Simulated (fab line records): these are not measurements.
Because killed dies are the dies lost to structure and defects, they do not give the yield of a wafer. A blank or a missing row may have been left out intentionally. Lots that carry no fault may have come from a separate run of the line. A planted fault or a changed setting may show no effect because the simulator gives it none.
A lot that was struck, set against a sound lot | flow sky130 | 14 out of 708 route steps
Sound: wafers L632.2, L632.3, L632.4. Struck: wafer L648.1 (left out: L648.3, a lot-mate that was not struck); the cause follows at the end.
Per side, at each step with rows, come the tool, then ch with its chambers, and then its first start. Under that, the readings that differ: sound wafers | struck wafers | difference of the means | sigmas: that difference in standard deviations of wafers without a fault.
alike: words and numbers the same on both sides, and readings whose means are apart by under 2 such deviations; not compared: readings that were withheld, readings missing a value for some wafer, numbers with overlapping values and no deviation given by the record, and bounds like >300 which may hide the same value.
A row with sigmas, a row that says differs or no value, or rows on one side alone: a step with any of these is where the two part. Non-overlapping numbers with no deviation appear without sigmas and do not part them. A reading missing from all wafers of one side parts the sides only when that side holds two or more wafers.

first, 1 step without rows for these wafers: SKY_VIA4_DEVELOP_10 (develop time 60 s).
SKY_VIA4_OVL_MEAS_11:
  sound on overlay-02, day 44 09:31; struck on overlay-02, day 48 09:01
reading       | sound         | struck | difference | sigmas
VIA4_OVL (nm) | -0.3 0.4 -1.4 | 4.7    | +5.1       | +4
SKY_VIA4_ETCH_12: etches SiO2 in C4F8/O2/Ar, stops on TiN, target depth 580 nm.
  sound on rieDiel-04 ch 0,2,3, day 44 09:33; struck on rieDiel-02 ch 2, day 48 09:04
  alike: oesProductAu
SKY_VIA4_STRIP_13: strips in O2/N2.
  sound on plasmaAsher-03 ch 0,1, day 44 09:38; struck on plasmaAsher-01 ch 0, day 48 09:08
  alike: drypumpMotorCurrentA, oesProductAu, stripTimeToEndpointS
  not compared: rfHoursCounterH
then, 4 steps without rows for these wafers: SKY_VIA4_STRIP_14 (strips in post etch residue remover, time 1200 s); SKY_VIA4_CLEAN_15 (cleans in IPA, time 180 s); SKY_VIA4_CLEAN_16 (cleans in O3/DIW); SKY_VIA4_SPUTTER_17 (material TiN, target thk 20 nm, time 80 s).
SKY_VIA4_CVD_18: deposits W, target thk 505 nm, time 152.14 s.
  sound on cvdW-01 ch 0,1, day 44 10:20; struck on cvdW-02 ch 0, day 48 09:53
  alike: chamberPressureTorr, heaterPowerW
SKY_VIA4_RS_MEAS_19: measures by four-point-probe.
  sound on filmMetro-02, day 44 10:31; struck on filmMetro-02, day 48 10:02
  alike: VIA4_W_RS
SKY_VIA4_THK_MEAS_20: measures by xrf.
  sound on filmMetro-02, day 44 10:38; struck on filmMetro-02, day 48 10:09
  alike: VIA4_W_THK
SKY_VIA4_CMP_21: polishes, stops on SiO2, t overpolish 25 s, target thk 0 nm.
  sound on cmp-02 ch 0,2,3, day 44 10:44; struck on cmp-01 ch 0, day 48 10:13
  alike: headPressurePsi, motorCurrentA, overpolishRunS, retainingRingPressureFrac, slurryFlowMlMin, timeToEndpointS
SKY_METAL5_SPUTTER_00: material Ti, target thk 15 nm, time 10 s.
  sound on pvdSputter-02, day 44 10:59; struck on pvdSputter-02, day 48 10:31
reading                                  | sound             | struck | difference | sigmas
model.Ti_of_METAL5_SPUTTER_00.thkNm (nm) | 14.87 15.41 15.05 | 24.68  | +9.57      | 
  alike: throttleValvePct
SKY_METAL5_SPUTTER_01: material TiN, target thk 20 nm, time 16.7 s.
  sound on pvdSputter-02, day 44 11:00; struck on pvdSputter-02, day 48 10:32
  alike: throttleValvePct

== WHERE THEY PART ==
At SKY_VIA4_OVL_MEAS_11 and nowhere else, as far as this record goes. Later steps at which nothing parts them and some readings are alike: SKY_VIA4_ETCH_12, SKY_VIA4_STRIP_13, SKY_VIA4_CVD_18, SKY_VIA4_RS_MEAS_19, SKY_VIA4_THK_MEAS_20, SKY_VIA4_CMP_21, SKY_METAL5_SPUTTER_00, SKY_METAL5_SPUTTER_01.

WHY: what had been put in by the simulator
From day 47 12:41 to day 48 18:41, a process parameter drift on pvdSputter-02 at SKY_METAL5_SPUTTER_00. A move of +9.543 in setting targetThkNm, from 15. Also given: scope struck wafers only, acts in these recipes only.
